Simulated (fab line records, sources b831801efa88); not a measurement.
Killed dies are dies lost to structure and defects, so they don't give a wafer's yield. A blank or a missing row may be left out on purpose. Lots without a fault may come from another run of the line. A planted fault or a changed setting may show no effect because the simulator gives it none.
Problem report in the 8D (eight disciplines) form, filled by code | flow gf180mcu | the parts of the form that need people (team, actions taken, sign-off) are left out

1. THE PROBLEM
chamber_pressure_pa at GF_M1_SPUTTER_00 reads a mean of 1.925 Pa on 2 wafers of 2 lots; wafers without a fault read 2.000 Pa with a standard deviation of 0.0038. That is -20 standard deviations from the usual mean.
The step: material Ti, target thk 37.5 nm, time 150 s.
First seen on wafer L165.4, day 19 13:44, on pvd_sputter-02. The record holds 18 wafers of 6 lots with a number at this step. Rule for "out", or "out of limits": more than 4 standard deviations from the usual mean. The other wafers with a number count as sound.

2. WHAT IT IS AND WHAT IT IS NOT
question                    | is                  | is not
which readings at this step | chamber_pressure_pa | throttle_valve_pct
which lots                  | L165, L170          | L158, L161, L175, L177
which wafers of those lots  | L165.4, L170.6      | L165.5, L165.6, L170.1, L170.5
read on which tools         | pvd_sputter-02      | pvd_sputter-01, pvd_sputter-04
when                        | from day 19 13:44   | up to then (8 sound wafers); but 8 sound wafers of L170, L175, L177 came after

3. SUSPECTS, AND WHAT RULES EACH OUT
Counting: a tool at a process step up to the reading stays a suspect if it ran every lot that is out. Sound lots after the first of them don't rule it out here, since some wafers of a struck lot are sound.
- plasma_asher-04 at GF_CONTACT_STRIP_18 (strips in O2/N2): kept. It ran every lot that is out, first L165 (day 19 12:48).
- pvd_sputter-04 at GF_CONTACT_SPUTTER_22 (material Ti, target thk 15 nm, time 80.02 s): kept. It ran every lot that is out, first L165 (day 19 13:04).
- cvd_w-01 at GF_CONTACT_CVD_24 (deposits W, target thk 300 nm, time 90.339 s): kept. It ran every lot that is out, first L165 (day 19 13:12); its last sound lot up to then is L161 (day 17 19:39).
- pvd_sputter-02 at GF_M1_SPUTTER_00 (material Ti, target thk 37.5 nm, time 150 s): kept. It ran every lot that is out, first L165 (day 19 13:44); its last sound lot up to then is L161 (day 17 20:14). Its own readings are out on those wafers: chamber_pressure_pa.
Left after counting: plasma_asher-04 at GF_CONTACT_STRIP_18, pvd_sputter-04 at GF_CONTACT_SPUTTER_22, cvd_w-01 at GF_CONTACT_CVD_24, pvd_sputter-02 at GF_M1_SPUTTER_00.

4. THE CAUSE (what the simulator had put in)
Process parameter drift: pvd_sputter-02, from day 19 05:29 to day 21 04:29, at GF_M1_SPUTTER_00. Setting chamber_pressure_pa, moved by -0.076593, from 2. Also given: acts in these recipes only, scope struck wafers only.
Counting left 4 suspects, and this tool is among them.

5. THE CHAIN OF EFFECTS, in route order
Each row: a reading whose mean over the struck wafers that have a number lies more than 3 standard deviations from the usual. Only readings for which the record gives a usual standard deviation are gone through. hours: the time from each lot's start at the first step in this table that gives one to its start at this step, as a median over the lots. sigmas: the change in usual standard deviations.
hours | step             | reading             | usual    | on struck wafers | change | sigmas
0     | GF_M1_SPUTTER_00 | chamber_pressure_pa | 2.000 Pa | 1.925            | -0.075 | -20
The process steps in it:
- GF_M1_SPUTTER_00: material Ti, target thk 37.5 nm, time 150 s.

6. WHAT WOULD HAVE CAUGHT IT SOONER
In this record the first reading out of limits was taken at day 19 13:44, 8 hours after the fault began at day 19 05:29.
